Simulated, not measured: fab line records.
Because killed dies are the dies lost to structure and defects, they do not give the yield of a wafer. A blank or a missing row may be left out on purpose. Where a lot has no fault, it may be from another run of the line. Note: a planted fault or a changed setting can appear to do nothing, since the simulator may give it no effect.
fab line records	flow sky130
record: lots: 13	wafers: 39	last_day: 50
route steps=708 shown VT_ADJUST_LVTN@115 POLY_GATE@230 LDD_N@251 SD_N@350 PAD_OPEN@708
lots untouched by any fault: they come from a run of this same line in which no faults occurred
start_h: hours from the record's opening day to when the first of the lot's shown wafers began	wait_h: hours from the lot's prior step to this one	" unchanged from the row above	L1.1+2: a single row standing in for several wafers	- no value present, or no start provided	* or withheld: withheld	< > ~ a bound
route shown NAME@n: NAME is a module with steps in the file, n the number in the route of the first one	usual: the fault-free wafers' mean and standard deviation	same: alike in all rows	chamber/n: place in a boat	sites: readings site by site	_std_site: standard deviation across them	_edge_site: inner sites' mean taken away from outer sites' mean	radius_mm: how far each site lies from the wafer's centre	mask NAME#n: copy n	behind: the tool/chamber that last shaped the wafer	hold: what put the lot on hold/how long, in hours/how the hold closed	device: the transistor (n, p or np) that didn't switch	end of line: at the end of the route, the tests of the same wafers	step lacking rows: just its recipe	killed: at the first sort, the dies lost to defects and structure; wafer yield is something else	map: per-die view of a wafer (x killed, . not killed, _ where there is no die)
set.NAME: the run value of the setting; set.NAME@STEP: its run value at that earlier step	model.NAME: the simulator's own value behind a step, which no gauge read
the route's steps for a sample of lots (tables are steps, rows are wafers)
services: when a tool's chamber went out of use (start_h, in hours from the record's first day, below 0 if earlier), for how many hours, and the reason
== steps ==
step: SKY_VT_ADJUST_LVTN_OVL_MEAS_18
usual: VT_ADJUST_LVTN_01_OVL: 0.5/1.3
lot.wafer	tool	chamber	start_h	wait_h	VT_ADJUST_LVTN_01_OVL[nm]
L301.4	overlay-01	-	169.43	0.1	-1.5
L301.5	"	-	"	"	-0.1
L301.6	"	-	"	"	-2.6
L302.2	overlay-02	-	189.57	0.1	-0.1
L302.3	"	-	"	"	2.7
L302.4	"	-	"	"	0.5
L305.3	overlay-01	-	203.34	0.1	-0.4
L305.4	"	-	"	"	0.9
L305.6	"	-	"	"	0.4
L306.2	overlay-02	-	208.23	0.1	3.4
L306.3	"	-	"	"	1.8
L306.5	"	-	"	"	1.1
L307.1	overlay-02	-	219.16	0.1	0.3
L307.3	"	-	"	"	-0.4
L307.4	"	-	"	"	1.8
L308.1	overlay-02	-	225.92	0.1	0.3
L308.5	"	-	"	"	0.5
L308.6	"	-	"	"	1.2
L309.1	overlay-01	-	232.57	0.1	-1.7
L309.2	"	-	"	"	-2.2
L309.4	"	-	"	"	-0.2
L311.1	overlay-01	-	238.02	0.1	0.7
L311.3	"	-	"	"	-0.3
L311.5	"	-	"	"	1.0
L318.1	overlay-02	-	291.18	0.1	-0.3
L318.4	"	-	"	"	0.7
L318.5	"	-	"	"	0.6
L319.1	overlay-02	-	295.56	0.1	2.3
L319.4	"	-	"	"	0.3
L319.5	"	-	"	"	-0.1
L320.2	overlay-02	-	300.48	0.1	-0.1
L320.3	"	-	"	"	-0.5
L320.5	"	-	"	"	0.8
L321.1	overlay-02	-	304.38	0.1	1.2
L321.3	"	-	"	"	-0.8
L321.5	"	-	"	"	0.0
L322.1	overlay-02	-	318.08	0.1	0.1
L322.2	"	-	"	"	0.8
L322.6	"	-	"	"	0.2
step: SKY_POLY_GATE_ETCH_16
recipe: stop_on: poly-Si	chemistry: CH3F/O2	target: Si3N4	source_w: 400	bias_w: 80	pressure_mtorr: 25	ch3f_flow_sccm: 40	O2_flow_sccm: 30	time_s: 147.5	target_depth_a: 750
usual: drypump_motor_current_A: 5.7/0.4	oes_product_au: 0.640/0.0051	throttle_valve_pct: 10.535/0.0089
lot.wafer	tool	chamber	start_h	wait_h	drypump_motor_current_A	oes_product_au	rf_hours_counter_h	throttle_valve_pct
L301.4	rie_diel-01	3	384.76	0.0	5.3	0.644	108	10.549
L301.5	"	2	"	"	5.4	0.639	-	10.534
L301.6	"	3	"	"	5.3	0.640	-	10.539
L302.2	rie_diel-04	3	401.02	0.0	6.5	0.631	108	10.524
L302.3	"	2	"	"	5.6	0.630	72	10.520
L302.4	"	1	"	"	5.7	0.638	2	10.525
L305.3	rie_diel-04	1	418.51	0.0	5.7	0.648	3	10.532
L305.4	"	1	"	"	5.7	0.646	-	10.545
L305.6	"	2	"	"	5.6	0.635	-	10.545
L306.2	rie_diel-04	2	425.06	0.0	5.7	0.640	73	10.542
L306.3	"	0	"	"	5.6	0.637	4	10.548
L306.5	"	0	"	"	5.6	0.640	-	10.525
L307.1	rie_diel-02	2	442.57	0.0	5.7	0.647	65	10.528
L307.3	"	0	"	"	5.9	0.639	5	10.534
L307.4	"	1	"	"	6.5	0.640	5	10.526
L308.1	rie_diel-01	3	457.50	0.0	5.4	0.637	0	10.535
L308.5	"	0	"	"	6.0	0.639	-	10.538
L308.6	"	3	"	"	5.4	0.639	-	10.534
L309.1	rie_diel-02	2	459.16	0.0	5.6	0.636	65	10.548
L309.2	"	1	"	"	6.5	0.638	6	10.535
L309.4	"	0	"	"	5.9	0.625	6	10.533
L311.1	rie_diel-04	1	471.01	0.0	5.6	0.635	4	10.530
L311.3	"	0	"	"	5.6	0.634	5	10.537
L311.5	"	2	"	"	5.7	0.646	-	10.522
L318.1	rie_diel-02	3	536.66	0.0	4.9	0.641	10	10.526
L318.4	"	2	"	"	5.7	0.642	67	10.530
L318.5	"	2	"	"	5.7	0.643	-	10.525
L319.1	rie_diel-01	0	542.01	0.0	6.0	0.639	9	10.530
L319.4	"	2	"	"	5.3	0.638	2	10.535
L319.5	"	0	"	"	6.0	0.646	-	10.532
L320.2	rie_diel-01	1	546.36	0.0	5.4	0.645	3	10.526
L320.3	"	0	"	"	6.0	0.641	9	10.523
L320.5	"	2	"	"	5.4	0.639	-	10.536
L321.1	rie_diel-04	2	548.41	0.0	5.6	0.639	76	10.546
L321.3	"	0	"	"	5.6	0.649	6	10.538
L321.5	"	1	"	"	5.7	0.636	-	10.548
L322.1	rie_diel-04	2	566.47	0.0	5.7	0.634	76	10.534
L322.2	"	3	"	"	6.5	0.641	2	10.523
L322.6	"	3	"	"	6.5	0.631	-	10.533
step: SKY_LDD_N_IMPLANT_14
recipe: species: BF2	energy_kev: 50	dose_cm2: 5e+12	tilt_deg: 30	rotation_deg: 180
usual: beam_energy_keV: 50.000/0.016	dose_ions_cm2: 4.999e+12/5.1e+09
lot.wafer	tool	chamber	start_h	wait_h	beam_energy_keV	dose_ions_cm2
L301.4	implanter-02	0	415.98	0.1	50.004	5.005e+12
L301.5	"	0	"	"	50.023	4.997e+12
L301.6	"	0	"	"	50.005	5.001e+12
L302.2	implanter-02	0	437.33	0.1	49.980	5.001e+12
L302.3	"	0	"	"	49.978	4.996e+12
L302.4	"	0	"	"	49.987	4.992e+12
L305.3	implanter-02	0	452.36	0.1	49.990	5.004e+12
L305.4	"	0	"	"	50.024	4.998e+12
L305.6	"	0	"	"	50.007	4.996e+12
L306.2	implanter-02	0	458.58	0.1	49.994	5.009e+12
L306.3	"	0	"	"	49.966	5e+12
L306.5	"	0	"	"	49.977	5.002e+12
L307.1	implanter-02	0	476.49	0.1	49.991	5.005e+12
L307.3	"	0	"	"	50.010	5.005e+12
L307.4	"	0	"	"	50.005	5.001e+12
L308.1	implanter-02	0	490.67	0.1	49.051	5.005e+12
L308.5	"	0	"	"	49.026	4.993e+12
L308.6	"	0	"	"	49.036	4.997e+12
L309.1	implanter-02	0	491.91	0.1	49.018	5.004e+12
L309.2	"	0	"	"	49.044	4.997e+12
L309.4	"	0	"	"	48.987	5.005e+12
L311.1	implanter-02	0	504.67	0.1	49.017	4.999e+12
L311.3	"	0	"	"	49.066	4.997e+12
L311.5	"	0	"	"	49.029	5.001e+12
L318.1	implanter-01	0	570.86	0.1	49.971	4.991e+12
L318.4	"	0	"	"	50.001	5e+12
L318.5	"	0	"	"	50.009	4.998e+12
L319.1	implanter-04	0	573.99	0.1	49.990	5e+12
L319.4	"	0	"	"	50.000	5.001e+12
L319.5	"	0	"	"	50.001	5e+12
L320.2	implanter-01	0	578.86	0.1	49.995	4.996e+12
L320.3	"	0	"	"	49.977	4.995e+12
L320.5	"	0	"	"	50.020	4.991e+12
L321.1	implanter-01	0	581.47	0.1	50.001	5.003e+12
L321.3	"	0	"	"	50.020	5.007e+12
L321.5	"	0	"	"	50.000	4.994e+12
L322.1	implanter-01	0	598.69	0.1	49.991	4.988e+12
L322.2	"	0	"	"	49.984	5.001e+12
L322.6	"	0	"	"	49.984	4.99e+12
step: SKY_SD_N_OVL_MEAS_08
usual: SD_N_OVL: 0.3/1.5
lot.wafer	tool	chamber	start_h	wait_h	SD_N_OVL[nm]
L301.4	overlay-01	-	658.46	0.1	-2.2
L301.5	"	-	"	"	-0.5
L301.6	"	-	"	"	-1.9
L302.2	overlay-01	-	678.68	0.1	0.5
L302.3	"	-	"	"	-0.3
L302.4	"	-	"	"	1.1
L305.3	overlay-01	-	692.01	0.1	0.7
L305.4	"	-	"	"	1.6
L305.6	"	-	"	"	0.1
L306.2	overlay-01	-	709.15	0.1	2.1
L306.3	"	-	"	"	-1.0
L306.5	"	-	"	"	0.8
L307.1	overlay-02	-	716.85	0.1	3.7
L307.3	"	-	"	"	3.4
L307.4	"	-	"	"	3.3
L308.1	overlay-01	-	726.42	0.1	0.3
L308.5	"	-	"	"	0.0
L308.6	"	-	"	"	-1.0
L309.1	overlay-02	-	727.61	0.1	-3.0
L309.2	"	-	"	"	-0.7
L309.4	"	-	"	"	-4.5
L311.1	overlay-02	-	736.99	0.1	0.0
L311.3	"	-	"	"	-1.4
L311.5	"	-	"	"	-0.9
L318.1	overlay-02	-	797.12	0.1	-0.5
L318.4	"	-	"	"	-0.7
L318.5	"	-	"	"	1.0
L319.1	overlay-02	-	802.72	0.1	0.9
L319.4	"	-	"	"	1.0
L319.5	"	-	"	"	2.8
L320.2	overlay-01	-	810.15	0.1	1.3
L320.3	"	-	"	"	0.1
L320.5	"	-	"	"	1.3
L321.1	overlay-02	-	810.62	0.1	0.4
L321.3	"	-	"	"	1.3
L321.5	"	-	"	"	1.9
L322.1	overlay-02	-	821.95	0.1	0.3
L322.2	"	-	"	"	1.0
L322.6	"	-	"	"	1.0
step: SKY_PAD_OPEN_PROBE_99
usual: killed_at_M0_to_M3: 43/7.2	killed_at_M4_up: 3.3/2	killed_at_contacts: 25/5.8	killed_at_front_end: 15/4.5	killed_at_other: 0.3/0.62	killed_dies: 86/9.4	killed_open: 47/7.1	killed_short: 39/6
same: gross_dies: 492	killed_at_back_side: 0
lot.wafer	tool	chamber	start_h	wait_h	killed_at_M0_to_M3	killed_at_M4_up	killed_at_contacts	killed_at_front_end	killed_at_other	killed_dies	killed_open	killed_short
L322.1	prober-02	-	1195.53	0.1	43	5	33	17	2	100	63	37
L322.2	prober-02	-	1195.58	0.1	44	2	21	13	0	80	47	33
L322.6	prober-02	-	1195.78	0.2	46	3	30	16	0	95	57	38
killed by level:class
L322.1 CONTACT:geometric_particle:open=16 VIA3:geometric_particle:open=10 LI_CONTACT:geometric_particle:open=7 CONTACT:geometric_particle:short=7 VIA1:geometric_particle:open=6 METAL2:geometric_particle:short=5 VIA1:geometric_particle:short=5 VIA2:geometric_particle:open=5
L322.2 VIA1:geometric_particle:open=13 LI_CONTACT:geometric_particle:open=8 VIA2:geometric_particle:open=8 VIA1:geometric_particle:short=5 LI_CONTACT:geometric_particle:short=4 VIA3:geometric_particle:short=4 FIELD_ISO:geometric_particle:short=3 FIELD_ISO:geometric_particle:open=3
L322.6 VIA1:geometric_particle:open=15 CONTACT:geometric_particle:open=11 VIA2:geometric_particle:open=10 LI_CONTACT:geometric_particle:open=7 VIA3:geometric_particle:open=6 LI_CONTACT:geometric_particle:short=6 FIELD_ISO:geometric_particle:open=5 METAL1:geometric_particle:short=5
== services ==
tool	chamber	start_h	hours	kind
implanter-01	-	378.37	0.6	repair
implanter-02	-	383.93	9.6	repair
rie_diel-04	1	404.38	5.1	repair
implanter-02	-	409.48	1.0	repair
rie_diel-04	3	413.24	-	clean
rie_diel-04	3	413.24	20.3	scheduled_down
rie_diel-04	3	413.24	20.3	vent_cycle
rie_diel-01	-	418.34	0.5	repair
rie_diel-04	2	440.59	5.9	repair
rie_diel-01	2	451.92	5.1	repair
rie_diel-02	0	455.13	3.2	repair
implanter-04	-	456.96	59.3	repair
implanter-01	-	459.86	13.2	pm
rie_diel-04	0	460.67	3.2	repair
rie_diel-02	1	471.73	1.8	repair
implanter-04	-	516.85	31.1	pm
implanter-01	-	527.84	2.5	repair
implanter-04	-	547.93	3.1	pm
rie_diel-04	1	551.52	5.5	repair
rie_diel-02	1	552.36	6.2	repair
rie_diel-01	1	560.14	15.8	repair
rie_diel-01	3	569.77	9.6	repair
implanter-02	-	575.13	5.9	pm
rie_diel-04	2	591.70	-	clean
== key ==
first_sign: step: SKY_LDD_N_IMPLANT_14	reading: beam_energy_keV	direction: down	sigmas: 60	usual: *	struck: *
effect none on later readings
met_at SKY_LDD_N_IMPLANT_14
struck_lots L308,L309,L311
tester_left_out L308,L309,L311
not_acting_at SKY_VT_ADJUST_LVTN_OVL_MEAS_18,SKY_POLY_GATE_ETCH_16,SKY_SD_N_OVL_MEAS_08
onset_between 476.49 490.67
fault: kind: process_parameter_drift	tool: implanter-02	chamber: -	onset_h: 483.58	steps: SKY_LDD_N_IMPLANT_14	channel: energy_kev	offset: *	shape: step	end_h: 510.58	acts_in: *	stated: *
tester_left_out: of these lots the tester's yield and bins aren't shown, on N5 and GAA mostly nor the transistor test; their killed dies are dies lost to structure and defects alone, not to doping, threshold or leakage, so they don't give the yield
